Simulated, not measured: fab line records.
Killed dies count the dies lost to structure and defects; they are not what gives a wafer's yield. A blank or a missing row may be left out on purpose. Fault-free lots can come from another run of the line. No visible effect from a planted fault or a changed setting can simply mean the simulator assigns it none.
A struck lot beside a sound one + flow gf180mcu + 44 out of 602 route steps
Sound: wafers L929.1, L929.3, L929.5. Wafers struck: L942.1, L942.4, L942.5. Last of all comes the cause.
For every step that has rows: the tool of each side, followed by ch and its chambers, followed by its first start. Under that, the readings that differ: sound wafers + struck wafers + difference of the means + sigmas: that difference in standard deviations of wafers without a fault.
alike: words and numbers the same on both sides, and readings whose means are apart by under 2 such deviations; not compared: readings that were withheld, readings missing a value for some wafer, numbers with overlapping values and no deviation given by the record, and bounds like >300 which may hide the same value.
Wherever a step has rows on one side only, a row that says differs or no value, or a row with sigmas, the two part there. Numbers that have no deviation but don't overlap get no sigmas and don't part them. Lack of a reading on every wafer of one side parts them only where that side has two or more wafers.

first, 1 step without rows for these wafers: GF_MVSD_IMPLANT_09.
GF_MVSD_STRIP_10: strips in O2/N2.
  sound on plasmaAsher-03 ch 0,1, day 4 14:43; struck on plasmaAsher-01 ch 0,1, day 8 01:58
  alike: drypumpMotorCurrentA, heaterPowerW, oesProductAu, platenTempC, stripTimeToEndpointS
  not compared: rfHoursCounterH
GF_MVSD_TW_MEAS_11:
  sound on filmMetro-03 at day 4 14:49; struck on filmMetro-03 at day 8 02:04
  alike: MVSD_TW
then, 7 steps without rows for these wafers: GF_MVPSD_DEHYDRATE_00 (time 60 s); GF_MVPSD_HMDS_01 (prime time 60 s); GF_MVPSD_COAT_02 (resist thk 3000 nm); GF_MVPSD_SOFTBAKE_03; GF_MVPSD_EXPOSE_04 (exposes mask MVPSD, target cd 1000 nm); GF_MVPSD_PEB_05; GF_MVPSD_DEVELOP_06 (develop time 60 s).
GF_MVPSD_OVL_MEAS_07:
  sound on overlay-02 at day 5 03:37; struck on overlay-02 at day 8 18:13
  alike: MVPSD_OVL
then, 1 step without rows for these wafers: GF_MVPSD_IMPLANT_08.
GF_MVPSD_IMPLANT_09:
  sound on implanter-01 ch 0, day 5 03:48; struck on implanter-01 ch 0, day 8 18:43
  alike: beamOnS
GF_MVPSD_STRIP_10: strips in O2/N2.
  sound on plasmaAsher-01 ch 0, day 5 03:57; struck on plasmaAsher-01 ch 0,1, day 8 18:52
  alike: drypumpMotorCurrentA, heaterPowerW, oesProductAu, platenTempC, stripTimeToEndpointS
  not compared: rfHoursCounterH
GF_MVPSD_TW_MEAS_11:
  sound on filmMetro-03 at day 5 04:03; struck on filmMetro-04 at day 8 19:12
| reading  | sound             | struck            | difference | sigmas |
|----------|-------------------|-------------------|------------|--------|
| MVPSD_TW | 556.8 554.5 552.7 | 582.9 583.7 581.0 | +27.9      | +10    |
then, 7 steps without rows for these wafers: GF_VT_IMPLANT_DEHYDRATE_00 (time 60 s); GF_VT_IMPLANT_HMDS_01 (prime time 60 s); GF_VT_IMPLANT_COAT_02 (resist thk 1000 nm); GF_VT_IMPLANT_SOFTBAKE_03 (time 60 s); GF_VT_IMPLANT_EXPOSE_04 (exposes mask LVPWELL LV AREA, target cd 600 nm); GF_VT_IMPLANT_PEB_05; GF_VT_IMPLANT_DEVELOP_06 (develop time 60 s).
GF_VT_IMPLANT_OVL_MEAS_07:
  sound on overlay-01 at day 5 17:10; struck on overlay-02 at day 9 10:55
  alike: VT_IMPLANT_OVL
then, 1 step without rows for these wafers: GF_VT_IMPLANT_IMPLANT_08.
GF_VT_IMPLANT_STRIP_09: strips in O2/N2.
  sound on plasmaAsher-02 ch 0,1, day 5 17:22; struck on plasmaAsher-02 ch 0,1, day 9 11:06
  alike: drypumpMotorCurrentA, heaterPowerW, oesProductAu, platenTempC, stripTimeToEndpointS
  not compared: rfHoursCounterH
GF_VT_IMPLANT_TW_MEAS_10:
  sound on filmMetro-02 at day 5 17:28; struck on filmMetro-01 at day 9 11:12
  alike: VT_IMPLANT_TW
then, 7 steps without rows for these wafers: GF_VT_IMPLANT_DEHYDRATE_11 (time 60 s); GF_VT_IMPLANT_HMDS_12 (prime time 60 s); GF_VT_IMPLANT_COAT_13 (resist thk 1000 nm); GF_VT_IMPLANT_SOFTBAKE_14 (time 60 s); GF_VT_IMPLANT_EXPOSE_15 (exposes mask Nwell LV AREA, target cd 860 nm); GF_VT_IMPLANT_PEB_16; GF_VT_IMPLANT_DEVELOP_17 (develop time 60 s).
GF_VT_IMPLANT_OVL_MEAS_18:
  sound on overlay-02 at day 6 06:16; struck on overlay-01 at day 10 04:28
  alike: VT_IMPLANT_01_OVL
then, 1 step without rows for these wafers: GF_VT_IMPLANT_IMPLANT_19.
GF_VT_IMPLANT_STRIP_20: strips in O2/N2.
  sound on plasmaAsher-02 ch 0,1, day 6 06:27; struck on plasmaAsher-02 ch 0, day 10 04:39
  alike: drypumpMotorCurrentA, heaterPowerW, oesProductAu, platenTempC, stripTimeToEndpointS
  not compared: rfHoursCounterH
GF_VT_IMPLANT_TW_MEAS_21:
  sound on filmMetro-02 at day 6 06:35; struck on filmMetro-03 at day 10 04:45
| reading         | sound          | struck         | difference | sigmas |
|-----------------|----------------|----------------|------------|--------|
| VT_IMPLANT_2_TW | 1215 1225 1223 | 1201 1203 1199 | -20        | -3     |
then, 5 steps without rows for these wafers: GF_VT_IMPLANT_DEHYDRATE_22 (time 60 s); GF_VT_IMPLANT_HMDS_23 (prime time 60 s); GF_VT_IMPLANT_COAT_24 (resist thk 1000 nm); GF_VT_IMPLANT_SOFTBAKE_25 (time 60 s); GF_VT_IMPLANT_EXPOSE_26 (exposes mask LVPWELL HV AREA, target cd 860 nm).
GF_VT_IMPLANT_RS_MEAS_49: measures by four-point-probe.
  sound on filmMetro-03 at day 7 12:13; struck on filmMetro-04 at day 11 18:44
| reading           | sound                | struck               | difference | sigmas |
|-------------------|----------------------|----------------------|------------|--------|
| MVPSD_RS (ohm/sq) | 1169.2 1172.8 1171.0 | 1011.5 1009.7 1011.5 | -160.1     | -59    |
GF_PASSIVATION_PROBE_99:
  sound wafers here have rows in the record (prober-01, day 28 20:21); struck ones have none

== WHERE THEY PART ==
At GF_MVPSD_TW_MEAS_11 first; at GF_PASSIVATION_PROBE_99 last (within this record only).

WHY: whatever the simulator had introduced
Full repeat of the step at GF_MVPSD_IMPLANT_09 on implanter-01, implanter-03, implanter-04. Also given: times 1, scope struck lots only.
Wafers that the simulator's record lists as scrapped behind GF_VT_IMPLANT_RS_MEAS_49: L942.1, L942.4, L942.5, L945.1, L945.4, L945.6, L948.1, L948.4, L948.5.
